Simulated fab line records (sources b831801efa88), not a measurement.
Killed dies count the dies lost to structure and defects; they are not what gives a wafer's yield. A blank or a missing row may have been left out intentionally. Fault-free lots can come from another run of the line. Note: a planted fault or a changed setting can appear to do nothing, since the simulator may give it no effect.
Code-filled problem report in 8D (eight disciplines) form + flow sky130 + the parts of the form that need people (team, actions taken, sign-off) are left out

1. WHAT WENT WRONG
exposure dose mJ cm2 at SKY_VT_ADJUST_HVTP_EXPOSE_04 reads a mean of 142.55 on 6 wafers of 2 lots; wafers without a fault read 140.00 with a standard deviation of 0.15. Measured from the usual mean, that is +17 standard deviations.
The step: exposes mask HVTPM, target cd 380 nm.
First seen on wafer L687.3, day 10 22:53, on iline stepper-01. The record holds 36 wafers of 12 lots with a number at this step. The rule behind "out" and "out of limits": a value lying over 4 standard deviations away from the usual mean. The rest of the wafers with a number are treated as sound.

2. WHAT IT IS, AND WHAT IT ISN'T
| question                    | is                     | is not                                                              |
|-----------------------------|------------------------|---------------------------------------------------------------------|
| which readings at this step | exposure dose mJ cm2   | -                                                                   |
| which lots                  | L687, L689             | L668, L669, L671, L672, L674, L676, L677, L678, L679, L688          |
| which wafers of those lots  | all that have a number | -                                                                   |
| read on which tools         | iline stepper-01       | iline stepper-02                                                    |
| when                        | from day 10 22:53      | up to then (27 sound wafers); but 3 sound wafers of L688 came after |

3. WHAT RULES OUT EACH SUSPECT
Counting: a tool at any process step up to the reading remains a suspect when it ran all the lots that are out and ran no sound lot after the first of those.
- iline stepper-01 at SKY_VT_ADJUST_HVTP_EXPOSE_04 (exposes mask HVTPM, target cd 380 nm): kept. Every lot that is out went through it, starting with L687 (day 10 22:53), and after that it ran no sound lot; the last sound lot it ran before then is L674 (day 7 16:08). Its own exposure dose mJ cm2 readings are out on those wafers.
Left after counting: iline stepper-01 at SKY_VT_ADJUST_HVTP_EXPOSE_04.

4. THE CAUSE (what the simulator had put in)
Process parameter drift: iline stepper-01, from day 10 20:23 on, at SKY_VT_ADJUST_HVTP_EXPOSE_04. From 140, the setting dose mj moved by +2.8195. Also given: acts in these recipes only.
The count eliminated every tool but this one.

5. THE EFFECT CHAIN, in route order
Each row: a reading whose mean over the struck wafers that have a number lies more than 3 standard deviations from the usual. Readings are gone through only where the record gives a usual standard deviation; hours: the median, over the lots, of the time from a lot's start at the first step in this table giving one to that lot's start at this step; sigmas: the change measured in usual standard deviations.
| hours | step                          | reading              | usual    | on struck wafers | change | sigmas |
|-------|-------------------------------|----------------------|----------|------------------|--------|--------|
| 0     | SKY_VT_ADJUST_HVTP_EXPOSE_04  | exposure dose mJ cm2 | 140.00   | 142.55           | +2.55  | +17    |
| 12    | SKY_VT_ADJUST_HVTP_CD_MEAS_07 | cd nm                | 380.1 nm | 387.4            | +7.3   | +3.2   |
Process steps it contains:
- SKY_VT_ADJUST_HVTP_EXPOSE_04: exposes mask HVTPM, target cd 380 nm.
Later steps that measure or inspect, where all struck wafers having a row at the step show a number for every such reading and not one has moved that far: SKY_VT_ADJUST_LVTN_TW_MEAS_21.

6. HOW IT WOULD HAVE BEEN CAUGHT EARLIER
In this record the first reading out of limits was taken at day 10 22:53, 2 hours after the fault began at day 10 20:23.
